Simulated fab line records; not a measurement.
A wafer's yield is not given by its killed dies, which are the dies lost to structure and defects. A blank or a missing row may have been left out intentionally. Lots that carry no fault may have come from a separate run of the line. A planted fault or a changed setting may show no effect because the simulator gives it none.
What tool caused it? | flow gf180mcu | 13 lots with 39 wafers sampled at 3 steps, on a route of 602 steps

WHAT EACH GAUGE READ, for each wafer
GF_V4_THK_MEAS_03.
lot  | measured     | on           | V4_CVD_02_THK (nm)
L788 | day 24 16:32 | filmMetro-01 | 855 847 867
L789 | day 24 18:32 | filmMetro-01 | 862 884 858
L791 | day 25 20:01 | filmMetro-01 | 852 864 877
L792 | day 26 04:59 | filmMetro-02 | 861 860 857
L793 | day 26 09:11 | filmMetro-02 | 837 850 859
L794 | day 26 21:52 | filmMetro-02 | 840 841 858
L795 | day 26 20:59 | filmMetro-01 | 843 852 847
L796 | day 27 06:07 | filmMetro-02 | 851 847 857
L797 | day 27 09:56 | filmMetro-02 | 863 854 850
L801 | day 28 18:53 | filmMetro-01 | 837 860 849
L802 | day 29 06:40 | filmMetro-01 | 845 860 865
L806 | day 30 04:52 | filmMetro-04 | 835 860 863
L809 | day 30 23:38 | filmMetro-01 | 855 857 865

TOOL THAT RAN EACH LOT (tool first, then ch and the chambers of the sampled wafers, then the start)
lot  | GF_VT_IMPLANT_STRIP_09              | GF_M3_SPUTTER_04
L788 | plasmaAsher-01 ch 1, day 6 00:47    | pvdSputter-04, day 21 15:30
L789 | plasmaAsher-04 ch 1, day 6 06:04    | pvdSputter-01, day 21 16:47
L791 | plasmaAsher-03 ch 0,1, day 6 18:08  | pvdSputter-03, day 22 21:03
L792 | plasmaAsher-01 ch 0,1, day 7 02:20  | pvdSputter-04, day 23 04:50
L793 | plasmaAsher-03 ch 0,1, day 7 08:22  | pvdSputter-01, day 23 10:42
L794 | plasmaAsher-01 ch 0,1, day 7 12:50  | pvdSputter-04, day 24 00:09
L795 | plasmaAsher-03 ch 0,1, day 7 19:14  | pvdSputter-01, day 23 23:44
L796 | plasmaAsher-03 ch 0,1, day 8 03:01  | pvdSputter-03, day 24 07:58
L797 | plasmaAsher-03 ch 0, day 8 06:02    | pvdSputter-03, day 24 12:20
L801 | plasmaAsher-03 ch 0,1, day 9 12:56  | pvdSputter-03, day 26 01:26
L802 | plasmaAsher-03 ch 0,1, day 9 21:55  | pvdSputter-01, day 26 13:07
L806 | plasmaAsher-01 ch 0,1, day 10 19:08 | pvdSputter-03, day 27 13:22
L809 | plasmaAsher-01 ch 0, day 11 13:53   | pvdSputter-01, day 28 10:47
- GF_VT_IMPLANT_STRIP_09: strips in O2/N2.
- GF_M3_SPUTTER_04: material TiN, target thk 50 nm, time 41.7 s.

AS READ BY THE TOOLS THEMSELVES (means over the sampled wafers that have a number; for cases with no such wafer, the mark the record gives instead)
GF_VT_IMPLANT_STRIP_09.
lot  | tool           | drypumpMotorCurrentA (A) | heaterPowerW (W) | oesProductAu (a.u.) | stripTimeToEndpointS (s)
L788 | plasmaAsher-01 | 6.5                      | 308              | 0.717               | 12.66
L789 | plasmaAsher-04 | 5.8                      | 382              | 0.721               | 12.65
L791 | plasmaAsher-03 | 5.6                      | 286              | 0.716               | 12.59
L792 | plasmaAsher-01 | 5.6                      | 325              | 0.718               | 12.66
L793 | plasmaAsher-03 | 5.6                      | 289              | 0.711               | 12.61
L794 | plasmaAsher-01 | 6.1                      | 317              | 0.713               | 12.58
L795 | plasmaAsher-03 | 5.6                      | 285              | 0.712               | 12.65
L796 | plasmaAsher-03 | 5.6                      | 298              | 0.714               | 12.71
L797 | plasmaAsher-03 | 5.6                      | 276              | 0.715               | 12.60
L801 | plasmaAsher-03 | 5.7                      | 291              | 0.718               | 12.67
L802 | plasmaAsher-03 | 5.6                      | 286              | 0.713               | 12.59
L806 | plasmaAsher-01 | 6.1                      | 315              | 0.719               | 12.64
L809 | plasmaAsher-01 | 5.2                      | 343              | 0.720               | 12.61

GF_M3_SPUTTER_04.
lot  | tool          | throttleValvePct (%)
L788 | pvdSputter-04 | 30.0
L789 | pvdSputter-01 | 31.2
L791 | pvdSputter-03 | 28.8
L792 | pvdSputter-04 | 30.2
L793 | pvdSputter-01 | 30.5
L794 | pvdSputter-04 | 29.3
L795 | pvdSputter-01 | 30.9
L796 | pvdSputter-03 | 29.1
L797 | pvdSputter-03 | 28.6
L801 | pvdSputter-03 | 29.1
L802 | pvdSputter-01 | 31.4
L806 | pvdSputter-03 | 28.9
L809 | pvdSputter-01 | 30.5

THE ANSWER, worked out from the rows above alone
Rule: the lots themselves supply what counts as usual. Put in order of their means at a reading, lots are off if they are a third of the lots or fewer, leave a main group of 4 or more, and stand apart from it by a gap of 3 or more times the standard deviation of the main group's means; of several such gaps the widest counts. A main group is skipped when, at the precision printed for the reading in the tables above, its means are all equal. A lot without any number at a reading at which 4 lots or more have one is off too. Any other lot the step has rows for is counted as sound. Order of review: gauges by route order, followed by the tools' own readings, for which a lot's mean as printed above is used. At the first step where some lot is off, the reading lying furthest off is the one used; lots without a number count as furthest.
No lot is off on any of the readings shown, so nothing can be concluded from this.

WHAT WAS PUT IN BY THE SIMULATOR
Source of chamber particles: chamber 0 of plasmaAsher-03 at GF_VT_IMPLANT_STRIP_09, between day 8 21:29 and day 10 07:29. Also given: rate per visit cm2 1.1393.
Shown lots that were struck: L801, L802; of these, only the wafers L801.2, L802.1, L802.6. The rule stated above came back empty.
